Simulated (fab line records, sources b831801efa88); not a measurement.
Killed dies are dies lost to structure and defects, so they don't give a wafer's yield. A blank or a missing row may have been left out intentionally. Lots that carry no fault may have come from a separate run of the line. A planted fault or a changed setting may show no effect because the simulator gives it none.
Matching of chambers ; flow gf180mcu ; 4 sister chambers for GF_V3_CMP_26 on cmp-01
The step polishes, stops on SiO2, t overpolish 15 s, target thk 0 nm. 8 wafers are shown with their chamber, then 10 later ones without.

== WAFERS PAIRED WITH THEIR CHAMBERS ==
wafer;chamber;motor_current_A (A);time_to_endpoint_s (s)
L079.3;3;10.9;82
L079.6;0;11.9;83
L082.4;2;10.5;89
L090.3;1;12.4;87
L090.4;3;10.1;82
L090.6;0;12.2;82
L091.1;1;11.7;90
L091.2;2;10.9;86

== WAFERS WITH NO CHAMBER GIVEN ==
wafer;motor_current_A (A);time_to_endpoint_s (s)
L091.3;11.8;88
L092.2;11.8;86
L092.4;10.6;84
L092.6;12.9;80
L093.2;10.3;82
L093.5;11.1;81
L093.6;10.0;88
L097.2;11.0;83
L097.3;10.1;87
L097.4;11.8;82

== CHAMBER TAKEN BY EACH ==
wafer;from the rows above;in truth
L091.3;can't be placed: 1 or 2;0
L092.2;can't be placed: 1 or 0 or 2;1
L092.4;can't be placed: 3 or 2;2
L092.6;0;0
L093.2;3;3
L093.5;can't be placed: 3 or 0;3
L093.6;2;2
L097.2;can't be placed: 3 or 0 or 2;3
L097.3;can't be placed: 2 or 3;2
L097.4;0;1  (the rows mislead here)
Correctly placed: 3 of 10. Not placeable from these rows: 6 (in 5, the candidates include the true chamber). Placed wrongly: 1.
How it was worked out, from the rows above alone: a wafer's distance from a chamber is the root of the sum, over the readings, of the square of ((its reading less the chamber's mean) divided by the reading's scatter). If the next closest chamber is less than 2 further off than the closest, the wafer can't be placed; otherwise it belongs to the closest. A chamber's mean is the mean of its shown wafers. The scatter: take each reading less its chamber's mean, square it, sum over the shown wafers, divide by the number of wafers less the number of chambers, and take the root.
